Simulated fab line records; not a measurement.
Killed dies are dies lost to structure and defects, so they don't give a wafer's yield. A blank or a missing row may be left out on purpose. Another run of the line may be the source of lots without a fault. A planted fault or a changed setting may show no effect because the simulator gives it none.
A struck lot beside a sound one | flow sky130 | 15 steps out of a route of 708
Sound: these wafers, L451.2, L451.3, L451.6. The struck wafers were L460.1, L460.5, L460.6. The cause is named last.
At each step with rows: each side's tool, then ch and its chambers, then its first start. Under that, the readings that differ: sound wafers | struck wafers | difference of the means | sigmas: that difference in standard deviations of wafers without a fault.
alike: same words and numbers on both sides, and readings whose means sit less than 2 such deviations apart. not compared: any withheld reading, any reading some wafer has no value for, any bound like >300 that may hide the same value, and any number with overlapping values for which the record gives no deviation.
A row with sigmas, a row that says differs or no value, or rows on one side alone: a step with any of these is where the two part. Non-overlapping numbers with no deviation appear without sigmas and do not part them. Lack of a reading on every wafer of one side parts them only where that side has two or more wafers.

first, 1 step without rows for these wafers: SKY_VT_ADJUST_LVTN_IMPLANT_19.
SKY_VT_ADJUST_LVTN_STRIP_20: strips in O2/N2.
  sound on plasmaAsher-03 ch 0,1, day 8 03:02; struck on plasmaAsher-04 ch 0,1, day 10 16:01
reading                  | sound       | struck      | difference | sigmas
drypumpMotorCurrentA (A) | 5.9 6.0 6.0 | 5.0 5.0 5.8 | -0.7       | -2
  alike: oesProductAu, stripTimeToEndpointS
  not compared: rfHoursCounterH
SKY_VT_ADJUST_LVTN_TW_MEAS_21:
  sound on filmMetro-02, day 8 03:09; struck on filmMetro-04, day 10 16:07
  alike: VT_ADJUST_LVTN_2_TW
then, 7 steps without rows for these wafers: SKY_VT_ADJUST_NCORE_DEHYDRATE_00 (time 60 s); SKY_VT_ADJUST_NCORE_HMDS_01 (prime time 60 s); SKY_VT_ADJUST_NCORE_COAT_02 (resist thk 1140 nm); SKY_VT_ADJUST_NCORE_SOFTBAKE_03 (time 60 s); SKY_VT_ADJUST_NCORE_EXPOSE_04 (exposes mask LVTN COMPLEMENT THIN, target cd 380 nm); SKY_VT_ADJUST_NCORE_PEB_05; SKY_VT_ADJUST_NCORE_DEVELOP_06 (develop time 60 s).
SKY_VT_ADJUST_NCORE_CD_MEAS_07: the cd target is 380 nm.
  sound on cdSem-01, day 9 00:08; struck on cdSem-02, day 11 15:54
  alike: cdNm
SKY_VT_ADJUST_NCORE_OVL_MEAS_08:
  sound on overlay-01, day 9 00:15; struck on overlay-02, day 11 16:01
  alike: VT_ADJUST_NCORE_OVL
SKY_VT_ADJUST_NCORE_IMPLANT_09:
  sound on implanter-01 ch 0, day 9 00:18; struck on implanter-01 ch 0, day 11 16:03
reading     | sound                            | struck                           | difference  | sigmas
doseIonsCm2 | 2.4012e+12 2.4035e+12 2.3998e+12 | 2.2415e+12 2.2437e+12 2.2461e+12 | -1.5773e+11 | -63
  alike: faradayCurrentUA
SKY_VT_ADJUST_NCORE_STRIP_10: strips in O2/N2.
  sound on plasmaAsher-02 ch 0,1, day 9 00:26; struck on plasmaAsher-04 ch 0,1, day 11 16:12
  alike: drypumpMotorCurrentA, oesProductAu, stripTimeToEndpointS
  not compared: rfHoursCounterH
-- record jumps: 37 days separate the struck wafers' starts on either side; left off in module VT_ADJUST_NCORE, taken up again in module PAD_OPEN, whose first shown step is the route's number 708 --
SKY_PAD_OPEN_PROBE_99:
  sound on prober-01, day 46 08:43; struck on prober-02, day 48 14:46
reading                               | sound                   | struck                 | difference | sigmas
model.etest.pfetG5v0d10v5.offLog10AUm | -12.47 -12.51 -12.4     | -13.39 -13.22 -13.34   | -0.86      | 
model.etest.pfetG5v0d10v5.vtSatV (V)  | -0.626 -0.6286 -0.6206  | -0.7272 -0.7188 -0.736 | -0.1023    | 
model.etest.pfet_16v.vtV (V)          | -1.088 -1.069 -1.079    | -1.19 -1.18 -1.19      | -0.11      | 
model.etest.pfetG5v0d10v5.vtV (V)     | -0.823 -0.8221 -0.8146  | -0.9067 -0.8993 -0.915 | -0.0871    | 
model.etest.pfetG5v0d10v5.vtLongV (V) | -0.9183 -0.9074 -0.9098 | -1.008 -0.9945 -1.005  | -0.091     | 
model.etest.nfetG5v0d10v5.vtSatV (V)  | 0.7517 0.7594 0.7569    | 0.7398 0.7435 0.7324   | -0.0174    | 
  alike: killed_at_M0_to_M3, killed_at_M4_up, killedAtContacts, killedAtFrontEnd, killedAtOther, killedDies, killedOpen, killedShort
  not compared: model.etest.nfetG5v0d10v5.vtV, model.etest.nfet_16v.vtV

WHERE THEY PART
At SKY_VT_ADJUST_LVTN_STRIP_20 first; at SKY_VT_ADJUST_NCORE_IMPLANT_09 last (within this record only). Later steps at which nothing parts them and some readings are alike: SKY_VT_ADJUST_NCORE_STRIP_10, SKY_PAD_OPEN_PROBE_99.

WHY: what the simulator had put in
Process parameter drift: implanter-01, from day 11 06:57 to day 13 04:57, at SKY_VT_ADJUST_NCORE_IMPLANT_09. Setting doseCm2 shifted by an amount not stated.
